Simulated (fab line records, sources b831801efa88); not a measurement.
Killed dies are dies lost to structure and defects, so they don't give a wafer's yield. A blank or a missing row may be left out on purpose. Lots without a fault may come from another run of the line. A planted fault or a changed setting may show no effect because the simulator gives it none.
fab line records | flow sfq_line
record lots=14 wafers=41 last_day=94
route steps=325 shown I7@308
lots that met no fault: from a run of the same line without faults
start_h: hours from the record's first day to the start of the lot's first wafer shown | wait_h: hours since the lot's step before | " the same as in the row above | L1.1+2: a row that stands for several wafers | - no value, or no start given | * or withheld: withheld | < > ~ a bound
route shown NAME@n: a module of which the file shows steps, and the number in the route of the first | usual: mean/standard deviation of fault-free wafers | same: alike in all rows | chamber/n: place in a boat | sites: the reading at each site | _std_site: their standard deviation | _edge_site: outer sites' mean less inner sites' | radius_mm: how far each site lies from the wafer's centre | mask NAME#n: copy n | behind: the tool/chamber that last shaped the wafer | hold: why the lot was held/for how many hours/how that ended | device: the transistor (n, p or np) that didn't switch | end of line: the same wafers' tests at the end of the route | a step without rows: its recipe alone | killed: dies lost to structure and defects at the first sort, not the wafer's yield | map: a wafer's dies, x killed, . not, _ none there
set.NAME: the setting as run; set.NAME@STEP: as run at that earlier step | model.NAME: the simulator's own value behind a step, which no gauge read
steps of the route over a sample of lots; a table a step, a row a wafer
services: from which hour (start_h, from the record's first day; less than 0 if before it) a tool's chamber was out of use, for how many hours, and why
## steps
# step SFQ_TRILAYER_I7_VIA_ETCH_VIA_ETCH_190
# recipe target=SiO2 stop_on=Nb mask_material=PR taper_deg=20 chemistry=CHF3 target_depth_nm=260 source_w=500 bias_w=80 pressure_mtorr=30 time_s=withheld
# usual drypump_motor_current_A=5.8/0.37 oes_product_au=0.851/0.006 rf_fwd_power_W=498.0/1.7
# columns lot.wafer tool chamber start_h wait_h drypump_motor_current_A oes_product_au rf_fwd_power_W
L187.1 rie_diel-02 0 1934.51 0.0 5.5 0.846 496.2
L187.5 " 1 " " 6.1 0.845 498.9
L187.6 " 2 " " 5.8 0.849 496.9
L188.1 rie_diel-03 1 1936.83 0.0 5.8 0.847 499.2
L188.2 " 2 " " 5.7 0.850 502.3
L188.6 " 0 " " 6.2 0.851 498.0
L189.3 rie_diel-02 1 1938.03 0.0 6.1 0.852 496.7
L189.4 " 2 " " 5.8 0.850 496.9
L189.6 " 1 " " 6.1 0.852 497.9
L190.1 rie_diel-04 3 1940.39 0.0 6.2 0.853 497.4
L190.3 " 2 " " 5.5 0.856 500.9
L190.4 " 0 " " 5.0 0.850 499.2
L191.2 rie_diel-03 0 1943.99 0.0 6.2 0.858 493.3
L191.4 " 0 " " 6.2 0.847 495.7
L191.5 " 1 " " 5.8 0.850 500.1
L192.1 rie_diel-02 2 1946.39 0.0 5.9 0.847 493.9
L192.2 " 3 " " 5.9 0.855 499.9
L192.3 " 0 " " 5.6 0.847 496.6
L196.2 rie_diel-02 0 2063.92 0.0 5.5 0.846 496.1
L196.5 " 2 " " 5.9 0.857 496.4
L196.6 " 3 " " 5.9 0.849 496.0
L199.5 rie_diel-03 2 2078.37 0.1 5.7 0.849 579.1
L199.6 " 1 " " 5.8 0.855 498.5
L202.2 rie_diel-02 1 2096.23 0.0 6.1 0.854 498.9
L202.4 " 2 " " 5.8 0.853 497.8
L202.5 " 0 " " 5.5 0.853 496.1
L203.1 rie_diel-03 0 2098.63 0.0 6.2 0.853 500.1
L203.2 " 2 " " 5.7 0.853 576.9
L203.6 " 1 " " 5.8 0.858 495.9
L204.4 rie_diel-02 1 2102.23 0.0 6.1 0.855 498.9
L204.5 " 0 " " 5.6 0.860 497.3
L204.6 " 1 " " 6.1 0.863 498.7
L207.2 rie_diel-03 3 2167.85 0.0 5.0 0.851 499.0
L207.3 " 2 " " 5.7 0.853 500.8
L207.5 " 0 " " 6.2 0.860 499.2
L209.1 rie_diel-02 0 2175.05 0.0 5.5 0.856 498.6
L209.2 " 2 " " 5.8 0.862 497.4
L209.3 " 3 " " 5.9 0.859 501.4
L210.1 rie_diel-03 3 2178.65 0.0 5.0 0.853 495.4
L210.2 " 2 " " 5.7 0.839 501.8
L210.4 " 0 " " 6.2 0.845 497.4
## services
# columns tool chamber start_h hours kind
rie_diel-03 3 1934.43 4.4 repair
rie_diel-04 1 1936.58 23.3 repair
rie_diel-04 2 1937.53 2.8 repair
rie_diel-02 1 1941.40 - clean
rie_diel-02 1 1941.40 15.4 scheduled_down
rie_diel-02 1 1941.40 15.4 vent_cycle
rie_diel-03 2 1943.65 10.5 repair
rie_diel-03 2 1973.77 8.7 repair
rie_diel-03 1 1982.25 7.2 repair
rie_diel-04 - 1984.17 0.6 repair
rie_diel-02 3 2016.31 9.9 repair
rie_diel-04 1 2017.57 12.4 repair
rie_diel-04 2 2024.38 33.8 repair
rie_diel-02 0 2042.44 10.5 repair
rie_diel-04 - 2064.58 2.8 pm
rie_diel-02 3 2066.22 - clean
rie_diel-02 3 2066.22 20.6 scheduled_down
rie_diel-02 0 2074.59 6.3 repair
rie_diel-04 0 2109.90 3.9 repair
rie_diel-02 - 2111.94 1.3 repair
rie_diel-04 3 2117.94 16.6 repair
rie_diel-02 0 2129.27 2.1 repair
rie_diel-03 - 2147.25 0.6 repair
rie_diel-03 - 2153.45 2.8 pm
## key
first_sign step=SFQ_TRILAYER_I7_VIA_ETCH_VIA_ETCH_190 reading=rf_fwd_power_W direction=up sigmas=47 usual=498.0 struck=578.0
effect none on later readings
met_at SFQ_TRILAYER_I7_VIA_ETCH_VIA_ETCH_190
struck_lots L199,L203
struck_wafers L199.5,L203.2
onset_between 1936.83 2078.37
fault kind=process_parameter_drift tool=rie_diel-03 chamber=2 onset_h=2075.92 steps=SFQ_TRILAYER_I7_VIA_ETCH_VIA_ETCH_190 channel=source_w offset=80 shape=step end_h=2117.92 acts_in=these_recipes_only stated=500
